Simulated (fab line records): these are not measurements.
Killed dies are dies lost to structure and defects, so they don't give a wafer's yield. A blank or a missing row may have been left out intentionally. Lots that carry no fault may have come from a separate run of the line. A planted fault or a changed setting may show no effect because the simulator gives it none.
The tool behind it: which one? ; flow sky130 ; 11 lots with 33 wafers sampled at 7 steps, on a route of 708 steps

WHAT THE GAUGES SHOWED, per wafer
SKY_SD_P_TW_MEAS_11.
lot;measured;on;SD_P_TW
L569;day 25 17:43;film metro-01;2800 2827 2813
L570;day 26 06:29;film metro-02;2848 2867 2847
L571;day 26 19:17;film metro-02;2856 2845 2844
L578;day 29 00:17;film metro-02;2829 2865 2840
L579;day 29 04:14;film metro-02;2854 2867 2843
L580;day 29 13:02;film metro-04;2859 2855 2859
L582;day 30 02:22;film metro-04;2855 2852 2828
L581;day 30 06:39;film metro-02;2862 2849 2847
L588;day 32 08:02;film metro-02;2656 2664 2658
L590;day 32 13:54;film metro-02;2661 2653 2668
L592;day 33 09:00;film metro-02;2835 2837 2854

SKY_SD_N_RS_MEAS_17: uses a four-point probe to measure.
lot;measured;on;SD_P_RS (ohm/sq)
L569;day 28 04:52;film metro-04;147.0 147.2 147.1
L570;day 28 18:16;film metro-04;147.8 147.0 147.3
L571;day 29 04:43;film metro-01;147.7 147.4 147.5
L578;day 31 09:27;film metro-02;147.2 146.7 147.1
L579;day 31 12:46;film metro-01;147.0 146.7 146.4
L580;day 31 21:56;film metro-04;146.9 147.9 147.0
L582;day 32 10:22;film metro-02;147.5 146.7 147.1
L581;day 32 14:27;film metro-01;147.9 147.1 147.3
L588;day 34 14:18;film metro-02;165.3 165.5 165.8
L590;day 34 19:10;film metro-04;165.1 164.6 164.9
L592;day 35 15:29;film metro-04;147.9 146.9 147.1

SKY_LI_CONTACT_OVL_MEAS_13.
lot;measured;on;LI_CONTACT_OVL (nm)
L569;day 29 10:43;overlay-01;-1 7 8
L570;day 29 23:40;overlay-02;5 5 4
L571;day 30 10:13;overlay-01;1 -2 -4
L578;day 32 13:58;overlay-02;-1 2 2
L579;day 32 16:56;overlay-01;7 -6 -9
L580;day 33 01:35;overlay-02;12 6 6
L582;day 33 14:28;overlay-01;-2 -6 3
L581;day 33 17:38;overlay-01;-14 -10 -8
L588;day 35 18:11;overlay-02;-4 3 -8
L590;day 35 22:35;overlay-01;-1 -4 0
L592;day 36 17:15;overlay-02;1 -4 0

SKY_LOCAL_INTERCONNECT_RS_MEAS_01: uses a four-point probe to measure.
lot;measured;on;LOCAL_INTERCONNECT_TIN_RS (ohm/sq)
L569;day 29 11:59;film metro-02;13.97 14.05 14.15
L570;day 30 00:56;film metro-03;14.15 14.07 14.16
L571;day 30 11:30;film metro-04;14.41 14.25 14.26
L578;day 32 15:14;film metro-03;13.85 14.09 13.88
L579;day 32 18:22;film metro-02;14.16 14.06 13.92
L580;day 33 03:01;film metro-02;14.23 14.56 14.30
L582;day 33 15:55;film metro-04;14.11 14.29 14.13
L581;day 33 18:55;film metro-04;14.24 14.20 14.24
L588;day 35 19:41;film metro-04;14.12 14.15 14.26
L590;day 36 00:02;film metro-04;14.11 14.12 13.95
L592;day 36 18:33;film metro-02;14.03 14.19 14.06

SKY_LOCAL_INTERCONNECT_CD_MEAS_11: target cd 170 nm.
lot;measured;on;cd nm (nm)
L569;day 30 15:37;cd sem-02;166.5 168.6 167.2
L570;day 31 04:53;cd sem-01;172.0 171.2 170.0
L571;day 31 14:10;cd sem-01;171.6 169.3 171.0
L578;day 33 17:42;cd sem-02;170.9 170.5 170.0
L579;day 33 21:07;cd sem-01;168.6 168.5 168.5
L580;day 34 06:23;cd sem-02;173.3 172.0 172.6
L582;day 34 18:53;cd sem-01;171.8 173.7 172.1
L581;day 34 21:23;cd sem-01;170.5 170.7 169.8
L588;day 36 21:57;cd sem-01;171.5 170.7 171.8
L590;day 37 01:56;cd sem-02;169.4 172.1 171.2
L592;day 37 20:14;cd sem-01;168.7 170.2 169.0

TOOL THAT RAN EACH LOT (tool first, then ch and the chambers of the sampled wafers, then the start)
lot;SKY_SD_P_IMPLANT_09;SKY_SD_P_STRIP_10
L569;implanter-04 ch 0, day 25 17:28;plasma asher-04 ch 1, day 25 17:37
L570;implanter-04 ch 0, day 26 06:14;plasma asher-02 ch 0,1, day 26 06:23
L571;implanter-01 ch 0, day 26 19:02;plasma asher-01 ch 0,1, day 26 19:11
L578;implanter-01 ch 0, day 29 00:03;plasma asher-01 ch 0,1, day 29 00:10
L579;implanter-04 ch 0, day 29 03:59;plasma asher-01 ch 0,1, day 29 04:08
L580;implanter-01 ch 0, day 29 12:47;plasma asher-02 ch 0,1, day 29 12:56
L582;implanter-04 ch 0, day 30 01:58;plasma asher-01 ch 0,1, day 30 02:16
L581;implanter-01 ch 0, day 30 06:25;plasma asher-01 ch 0,1, day 30 06:32
L588;implanter-04 ch 0, day 32 07:49;plasma asher-02 ch 0,1, day 32 07:57
L590;implanter-04 ch 0, day 32 13:40;plasma asher-04 ch 1, day 32 13:47
L592;implanter-01 ch 0, day 33 08:47;plasma asher-02 ch 0,1, day 33 08:54
- SKY_SD_P_IMPLANT_09
- SKY_SD_P_STRIP_10: strips in O2/N2.

WHAT THE TOOLS THEMSELVES READ (means of the sampled wafers that have a number; where no wafer has one, the mark that the record gives instead)
SKY_SD_P_IMPLANT_09.
lot;tool;beam energy keV
L569;implanter-04;19.999
L570;implanter-04;20.001
L571;implanter-01;19.998
L578;implanter-01;20.001
L579;implanter-04;20.002
L580;implanter-01;19.995
L582;implanter-04;20.003
L581;implanter-01;19.997
L588;implanter-04;15.431
L590;implanter-04;15.418
L592;implanter-01;19.999

SKY_SD_P_STRIP_10.
lot;tool;drypump motor current A (A);n2 flow sccm (sccm);oes product au (a.u.);strip time to endpoint s (s)
L569;plasma asher-04;5.8;299.7;0.622;17.46
L570;plasma asher-02;5.8;300.4;0.615;17.49
L571;plasma asher-01;6.5;301.2;0.621;17.56
L578;plasma asher-01;6.6;300.0;0.614;17.47
L579;plasma asher-01;6.6;299.2;0.619;17.51
L580;plasma asher-02;5.6;300.8;0.619;17.46
L582;plasma asher-01;6.6;299.6;0.622;17.56
L581;plasma asher-01;6.6;299.8;0.621;17.50
L588;plasma asher-02;5.8;299.7;0.632;16.82
L590;plasma asher-04;5.8;300.1;0.631;16.79
L592;plasma asher-02;5.8;299.4;0.622;17.49

THE ANSWER, worked out from the rows above alone
Rule: the lots themselves supply what counts as usual. Put in order of their means at a reading, lots are off if they are a third of the lots or fewer, leave a main group of 4 or more, and stand apart from it by a gap of 3 or more times the standard deviation of the main group's means; of several such gaps the widest counts. If all means in a main group match to the digits the tables above print for the reading, that group is not used. A lot without any number at a reading at which 4 lots or more have one is off too. Any other lot the step has rows for is counted as sound. Order of review: gauges by route order, followed by the tools' own readings, for which a lot's mean as printed above is used. At the first step where some lot is off, the reading lying furthest off is the one used; lots without a number count as furthest.
Off: L588, L590, seen at SKY_SD_P_TW_MEAS_11 (SD_P_TW). The main group has a mean of 2846 with a standard deviation of 13.
A tool fits if, at a process step before that reading, it ran every lot that is off, and no sound lot after the first of them. Not tried: the gauges at SKY_SD_P_TW_MEAS_11; whatever is off there is also off at SKY_SD_P_IMPLANT_09, on other tools, and gauge error can't account for it. One fits: SKY_SD_P_IMPLANT_09 on implanter-04. Its last sound lot is L582 (day 30 01:58), its first lot that is off L588 (day 32 07:49): a fault that began between those two fits.
The tool's own readings at SKY_SD_P_IMPLANT_09 bear it out: on the lots that are off they differ by more than 5 times the standard deviation of the sound lots' means. beam energy keV reads 15.424 there against 19.999 on the sound lots.

WHAT THE SIMULATOR PUT IN
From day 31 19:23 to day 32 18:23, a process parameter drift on implanter-04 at SKY_SD_P_IMPLANT_09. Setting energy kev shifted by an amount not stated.
Lots struck among those shown: L588, L590. This agrees with what the rule above found.
